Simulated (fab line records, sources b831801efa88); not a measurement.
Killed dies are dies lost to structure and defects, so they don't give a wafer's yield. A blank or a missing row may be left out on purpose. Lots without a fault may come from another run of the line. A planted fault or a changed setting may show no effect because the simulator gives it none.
A struck lot beside a sound one | flow sky130 | 16 steps out of a route of 708
Sound: wafers L788.4, L788.5, L788.6. Struck: wafers L793.1, L793.3, L793.6. The cause comes at the end.
At each step with rows: each side's tool, then ch and its chambers, then its first start. Under that, the readings that differ: sound wafers | struck wafers | difference of the means | sigmas: that difference in standard deviations of wafers without a fault.
alike: readings whose means differ by less than 2 such deviations, and words and numbers that are the same on both sides. not compared: withheld readings, readings that some wafer has no value for, bounds like >300 that may hide the same value, and numbers for which the record gives no deviation and whose values overlap.
The two part at a step that has a row with sigmas, a row that says differs or no value, or rows on one side only. Numbers that don't overlap but have no deviation are shown without sigmas and don't part them. A reading that every wafer of one side lacks parts them only if that side has two wafers or more.

first, 1 step without rows for these wafers: SKY_POLY_CUT_DEVELOP_07 (develop time 60 s).
SKY_POLY_CUT_CD_MEAS_08: target cd 270 nm.
  sound on cd_sem-02, day 26 16:28; struck on cd_sem-02, day 28 07:15
  alike: cd_nm
SKY_POLY_CUT_OVL_MEAS_09:
  sound on overlay-02, day 26 16:33; struck on overlay-01, day 28 07:22
  alike: POLY_CUT_OVL
SKY_POLY_CUT_ETCH_10: etches BARC in N2/H2, stops on SiO2, time 45.9 s, target depth 60 nm.
  sound on rie_diel-02 ch 0,2,3, day 26 16:34; struck on rie_diel-04 ch 1,3, day 28 07:25
  alike: chamber_pressure_mTorr, drypump_motor_current_A, oes_product_au, throttle_valve_pct
  not compared: rf_hours_counter_h
SKY_POLY_CUT_ETCH_11: etches Si3N4 in CF4/CH2F2/Ar, stops on poly-Si, time 42.5 s, target depth 60 nm.
  sound on rie_diel-02 ch 0,2,3, day 26 16:37; struck on rie_diel-04 ch 1,3, day 28 07:27
  alike: cf4_flow_sccm, chamber_pressure_mTorr, drypump_motor_current_A, oes_product_au, throttle_valve_pct
  not compared: rf_hours_counter_h
SKY_POLY_CUT_STRIP_12: strips in O2/N2.
  sound on plasma_asher-04 ch 0,1, day 26 16:41; struck on plasma_asher-04 ch 0,1, day 28 07:29
  alike: chamber_pressure_mTorr, drypump_motor_current_A, oes_product_au, strip_time_to_endpoint_s
  not compared: rf_hours_counter_h
then, 6 steps without rows for these wafers: SKY_SD_P_DEHYDRATE_00 (time 60 s); SKY_SD_P_HMDS_01 (prime time 60 s); SKY_SD_P_COAT_02 (resist thk 1140 nm); SKY_SD_P_SOFTBAKE_03 (time 60 s); SKY_SD_P_EXPOSE_04 (exposes mask PSDM, target cd 380 nm); SKY_SD_P_PEB_05.
SKY_SD_P_DEVELOP_06: develop time 60 s.
  sound on litho_track-01 ch 0, day 27 22:17; struck on litho_track-01 ch 0, day 29 11:33
  reading              | sound             | struck            | difference | sigmas
  developer_temp_C (C) | 22.97 22.89 23.00 | 20.88 20.81 20.66 | -2.17      | -20
SKY_SD_P_CD_MEAS_07: target cd 380 nm.
  sound on cd_sem-02, day 27 22:25; struck on cd_sem-01, day 29 11:42
  reading    | sound             | struck            | difference | sigmas
  cd_nm (nm) | 378.7 379.2 381.7 | 386.0 386.1 387.4 | +6.6       | +3
SKY_SD_P_OVL_MEAS_08:
  sound on overlay-01, day 27 22:29; struck on overlay-01, day 29 11:49
  alike: SD_P_OVL
SKY_PAD_OPEN_PROBE_99:
  the record has rows for the sound wafers here (prober-02, day 47 18:26) and none for the struck ones

WHERE THEY PART
First at SKY_SD_P_DEVELOP_06; last, within this record, at SKY_PAD_OPEN_PROBE_99.

WHY: what the simulator had put in
Process parameter drift: litho_track-01, from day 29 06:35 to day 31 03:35, at SKY_SD_P_DEVELOP_06. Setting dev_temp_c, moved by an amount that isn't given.
